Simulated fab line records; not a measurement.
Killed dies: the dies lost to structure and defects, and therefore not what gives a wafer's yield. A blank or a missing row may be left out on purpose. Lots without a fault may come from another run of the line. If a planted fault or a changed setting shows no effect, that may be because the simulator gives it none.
Split-lot trial | flow sky130 | 5 lots, 23 wafers read, on a route of 708 steps

== SPLIT DETAILS ==
At SKY_VIA3_ETCH_14 (etches BARC in N2/H2, stops on SiO2, time 45.9 s, target depth 60 nm), the setting source w was moved away from the recipe's 500 W on 8 of the 23 wafers read, by -11.2% to -7.9%. This setting was run at the recipe's value on the other wafers.

The reading is taken at the split's own step.

== THE READING ==
KrF-thick_of_VIA3_COAT_07.thk nm (the simulator's own value, which no gauge read), in nm, at SKY_VIA3_ETCH_14 (etches BARC in N2/H2, stops on SiO2, time 45.9 s, target depth 60 nm). The file gives no usual value for it. The 15 wafers here that ran the recipe average 393.2 nm, standard deviation 0.79 nm.

wafer  | tool, chamber at the split | source w as run, W | against the recipe | KrF-thick_of_VIA3_COAT_07.thk nm, nm | against lot-mates on the recipe
L078.2 | rie diel-01, 1             | 500                | recipe             | 393.3                                | -
L078.4 | rie diel-01, 2             | 500                | recipe             | 393.4                                | -
L078.6 | rie diel-01, 1             | 500                | recipe             | 393.5                                | -
L079.1 | rie diel-01, 0             | 444.2              | -11.2%             | 398.2                                | +4.2
L079.2 | rie diel-01, 2             | 444.2              | -11.2%             | 398.7                                | +4.7
L079.3 | rie diel-01, 1             | 500                | recipe             | 394.4                                | -
L079.5 | rie diel-01, 2             | 500                | recipe             | 393.7                                | -
L079.6 | rie diel-01, 1             | 444.2              | -11.2%             | 397.2                                | +3.2
L081.1 | rie diel-03, 3             | 500                | recipe             | 391.8                                | -
L081.2 | rie diel-03, 1             | 445.7              | -10.9%             | 397.1                                | +4.4
L081.3 | rie diel-03, 2             | 500                | recipe             | 393.3                                | -
L081.5 | rie diel-03, 0             | 500                | recipe             | 393.1                                | -
L081.6 | rie diel-03, 3             | 445.7              | -10.9%             | 397.2                                | +4.5
L082.1 | rie diel-03, 0             | 500                | recipe             | 393.7                                | -
L082.3 | rie diel-03, 2             | 460.3              | -7.9%              | 397.1                                | +2.9
L082.4 | rie diel-03, 1             | 500                | recipe             | 394.7                                | -
L082.5 | rie diel-03, 2             | 460.3              | -7.9%              | 396.7                                | +2.5
L082.6 | rie diel-03, 3             | 460.3              | -7.9%              | 396.3                                | +2.1
L084.1 | rie diel-03, 1             | 500                | recipe             | 393.9                                | -
L084.2 | rie diel-03, 3             | 500                | recipe             | 392.3                                | -
L084.3 | rie diel-03, 0             | 500                | recipe             | 392                                  | -
L084.5 | rie diel-03, 3             | 500                | recipe             | 392.8                                | -
L084.6 | rie diel-03, 0             | 500                | recipe             | 392.7                                | -

FIT RESULTS
A straight line over all 23 wafers: KrF-thick_of_VIA3_COAT_07.thk nm changes by -0.41 nm for each +1% of source w; r = -0.94; the points scatter about the line by 0.75 nm.
The same after taking each lot's own level away (the mean of its wafers on the recipe; 23 wafers): -0.364 nm for each +1%; r = -0.96; scatter 0.56 nm.
On that fit, the largest move of source w shifts the reading by 4.1 nm.
Across the lots, their own levels run from 392.73 to 394.20 nm, a range of 1.8 times the standard deviation given above.
Hence the slope depends on the lot-to-lot level, as the two fits are not the same.
Check: +4.02 nm against its lot-mates is what the line predicts for one of the wafers moved furthest among these (-11.2%) when that wafer is left out of the fit. Against them it came out at +4.15 nm.

== ADDITIONAL SPLITS CARRIED BY THESE WAFERS ==
Other splits were also applied to these wafers ahead of the reading. Each is held against what the fit with the lots' levels taken away leaves over:
other split on the same wafers   | wafers away from the commonest value | r with KrF-thick_of_VIA3_COAT_07.thk nm (lot level and that fit taken away)
SKY_METAL1_COAT_10 resist thk nm | 5                                    | -0.03
SKY_METAL2_SPUTTER_01 power w    | 9                                    | +0.01
SKY_METAL2_SPUTTER_04 power w    | 8                                    | -0.44
SKY_VIA2_HDPCVD_00 time s        | 6                                    | +0.10
SKY_CAPM_SPUTTER_02 time s       | 10                                   | -0.20
SKY_CAPM_COAT_07 resist thk nm   | 10                                   | +0.00

== THE FILE'S OWN FIT ==
KrF-thick_of_VIA3_COAT_07.thk nm changes by -0.367 nm for each +1% of source w, r = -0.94.
